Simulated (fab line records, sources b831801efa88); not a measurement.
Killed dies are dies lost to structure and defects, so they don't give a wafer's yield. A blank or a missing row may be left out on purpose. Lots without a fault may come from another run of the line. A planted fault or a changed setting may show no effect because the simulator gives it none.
Problem report in the 8D (eight disciplines) form, filled by code | flow sfq_line | the parts of the form that need people (team, actions taken, sign-off) are left out

1. THE PROBLEM
rf_fwd_power_W at SFQ_TRILAYER_M1_BARC_OPEN_METAL_ETCH_054 reads a mean of 495.6 W on 4 wafers of 2 lots; wafers without a fault read 592.6 W with a standard deviation of 2.7. That is -36 standard deviations from the usual mean.
The step: etches BARC in O2, target depth 125 nm, time 41.7 s.
First seen on wafer L773.1, day 29 13:25, on rie_metal-04. The record holds 18 wafers of 6 lots with a number at this step. Rule for "out", or "out of limits": more than 4 standard deviations from the usual mean. The other wafers with a number count as sound.

2. WHAT IT IS AND WHAT IT IS NOT
question                    | is                             | is not
which readings at this step | rf_fwd_power_W                 | drypump_motor_current_A, oes_product_au
which lots                  | L773, L776                     | L761, L765, L780, L782
which wafers of those lots  | L773.1, L773.5, L776.1, L776.3 | L773.6, L776.5
read on which tools         | rie_metal-04                   | rie_metal-03
when                        | from day 29 13:25              | up to then (7 sound wafers); but 7 sound wafers of L776, L780, L782 came after

3. SUSPECTS, AND WHAT RULES EACH OUT
Counting: a tool at a process step up to the reading stays a suspect if it ran every lot that is out. Sound lots after the first of them don't rule it out here, since some wafers of a struck lot are sound.
- rie_metal-04 at SFQ_TRILAYER_M1_BARC_OPEN_METAL_ETCH_054 (etches BARC in O2, target depth 125 nm, time 41.7 s): kept. It ran every lot that is out, first L773 (day 29 13:25); its last sound lot up to then is L765 (day 27 02:41). Its own readings are out on those wafers: rf_fwd_power_W.
- Within rie_metal-04 at SFQ_TRILAYER_M1_BARC_OPEN_METAL_ETCH_054: the wafers that are out ran in chamber 1; their sound lot-mates ran in chamber 0.
Left after counting: rie_metal-04 at SFQ_TRILAYER_M1_BARC_OPEN_METAL_ETCH_054.

4. THE CAUSE (what the simulator had put in)
Process parameter drift: rie_metal-04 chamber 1, from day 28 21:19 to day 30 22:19, at SFQ_TRILAYER_M1_BARC_OPEN_METAL_ETCH_054. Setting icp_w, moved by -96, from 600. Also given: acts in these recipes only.
Counting left only this tool.

5. THE CHAIN OF EFFECTS, in route order
Each row: a reading whose mean over the struck wafers that have a number lies more than 3 standard deviations from the usual. Only readings for which the record gives a usual standard deviation are gone through. hours: the time from each lot's start at the first step in this table that gives one to its start at this step, as a median over the lots. sigmas: the change in usual standard deviations.
hours | step                                     | reading        | usual   | on struck wafers | change | sigmas
0     | SFQ_TRILAYER_M1_BARC_OPEN_METAL_ETCH_054 | rf_fwd_power_W | 592.6 W | 495.6            | -97.0  | -36
The process steps in it:
- SFQ_TRILAYER_M1_BARC_OPEN_METAL_ETCH_054: etches BARC in O2, target depth 125 nm, time 41.7 s.

6. WHAT WOULD HAVE CAUGHT IT SOONER
In this record the first reading out of limits was taken at day 29 13:25, 16 hours after the fault began at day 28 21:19.
